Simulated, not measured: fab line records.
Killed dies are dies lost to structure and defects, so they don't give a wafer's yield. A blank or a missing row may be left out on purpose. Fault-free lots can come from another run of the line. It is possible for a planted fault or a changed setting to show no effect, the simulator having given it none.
Matching of chambers    flow gf180mcu    pecvd-04 running GF_PASSIVATION_CVD_00: 3 sister chambers
The step deposits SiO2 from TEOS, target thk 1000 nm, time 111.95 s. 3 wafers are shown with their chamber, then 7 later ones without.

== WAFERS, EACH WITH ITS CHAMBER ==
wafer   chamber  heater_power_w (W)
L191.1  1        719
L192.1  2        784
L192.5  0        656

== WAFERS WITHOUT THEIR CHAMBER ==
wafer   heater_power_w (W)
L193.1  792
L193.2  699
L193.3  571
L201.2  633
L201.6  680
L203.4  691
L203.6  682

== EACH ONE'S CHAMBER ==
wafer   from the rows above           in truth
L193.1  can't be placed: 2 or 1       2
L193.2  can't be placed: 1 or 0 or 2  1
L193.3  can't be placed: 0 or 1       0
L201.2  can't be placed: 0 or 1       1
L201.6  can't be placed: 0 or 1       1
L203.4  can't be placed: 1 or 0 or 2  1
L203.6  can't be placed: 0 or 1 or 2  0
Placed correctly: 0 of 7. From these rows, 7 cannot be placed; in 7 the true chamber is one of the candidates. Wrongly placed: 0.
How it was worked out, from the rows above alone: a wafer's distance from a chamber is the root of the sum, over the readings, of the square of ((its reading less the chamber's mean) divided by the reading's scatter). If the next closest chamber is less than 2 further off than the closest, the wafer can't be placed; otherwise it belongs to the closest. For every chamber, the mean is computed from those of its wafers that are shown. The scatter: root of mean squared gap, hidden wafer to nearest shown wafer, with one shown wafer a chamber.
